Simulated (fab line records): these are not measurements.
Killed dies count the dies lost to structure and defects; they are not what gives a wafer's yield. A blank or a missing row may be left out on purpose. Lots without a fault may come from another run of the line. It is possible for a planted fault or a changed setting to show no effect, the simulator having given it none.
Problem report in the 8D (eight disciplines) form, filled by code -- flow sky130 -- the parts of the form that need people (team, actions taken, sign-off) are left out

## 1. WHAT IS WRONG
CONTACT_HDPCVD_THK at SKY_CONTACT_THK_MEAS_03 reads a mean of 366 nm on 2 wafers of 1 lot; wafers without a fault read 564 nm with a standard deviation of 8. That is -25 standard deviations from the usual mean.
Earliest sighting: wafer L488.1 on filmMetro-01 at day 34 08:21. The record holds 39 wafers of 13 lots with a number at this step. Rule for "out" (also "out of limits"): further than 4 standard deviations from the usual mean. All remaining wafers that have a number are taken as sound.

## 2. WHAT IT IS AND WHAT IT IS NOT
question,is,is not
which readings at this step,CONTACT_HDPCVD_THK,-
which lots,L488,"L477, L478, L479, L480, L481, L482, L485, L489, L493, L494, L498, L500"
which wafers of those lots,"L488.1, L488.4",L488.6
read on which gauges,filmMetro-01,"filmMetro-02, filmMetro-03"
when,from day 34 08:21,"up to then (22 sound wafers); but 15 sound wafers of L489, L493, L494, L498, L500 came after"

## 3. SUSPECTS, AND WHAT RULES EACH OUT
Counting: a tool at a process step up to the reading stays a suspect if it ran every lot that is out. Sound lots after the first of them don't rule it out here, since some wafers of a struck lot are sound.
- ruled out: the gauge at SKY_CONTACT_THK_MEAS_03. All the wafers that are out were read on filmMetro-01, but those of them that SKY_CONTACT_CMP_04 has rows for are out there too, on other tools.
- hdpcvd-01 at SKY_CONTACT_HDPCVD_02 (deposits SiO2, target thk 565 nm, time 94.2 s): kept. The lot that is out, L488, ran on it at day 34 08:17; the last sound lot it ran before that was L485, at day 32 23:58.
- The sound lot-mates ran in chamber 1 of hdpcvd-01 at SKY_CONTACT_HDPCVD_02, but the wafers that are out ran in chamber 2.
Left after counting: hdpcvd-01 at SKY_CONTACT_HDPCVD_02.

## 4. THE CAUSE (what the simulator had put in)
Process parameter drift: hdpcvd-01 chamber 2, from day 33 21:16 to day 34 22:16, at SKY_CONTACT_HDPCVD_02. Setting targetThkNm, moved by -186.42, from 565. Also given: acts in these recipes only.
This tool alone remained once counting was done.

## 5. THE EFFECT CHAIN, in route order
Each row: a reading where the mean over the struck wafers with a number is more than 3 standard deviations away from the usual. Only readings whose record carries a usual standard deviation are examined. hours: median over the lots of the time between each lot's start at the first step of this table that gives one and its start at this step. sigmas: the change, counted in usual standard deviations.
hours,step,reading,usual,on struck wafers,change,sigmas
0,SKY_CONTACT_THK_MEAS_03,CONTACT_HDPCVD_THK,564 nm,366,-198,-25
2,SKY_CONTACT_CMP_04,timeToEndpointS,80 s,8,-72,-16
Process steps it contains:
- SKY_CONTACT_CMP_04: polishes SiO2.

## 6. WHAT WOULD HAVE CAUGHT IT SOONER
In this record the first reading out of limits at a measuring or inspecting step was taken at day 34 08:21, 11 hours after the fault began at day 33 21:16.
Tool readings at SKY_CONTACT_HDPCVD_02 with a usual standard deviation given in the record: none out on any struck wafer, hence no alarm at a limit of 4 standard deviations on them.
The start of SKY_CONTACT_HDPCVD_02 on hdpcvd-01 came by day 34 08:21 for every one of the lots that are out (1). A hold on the tool at that time would have spared none of them.
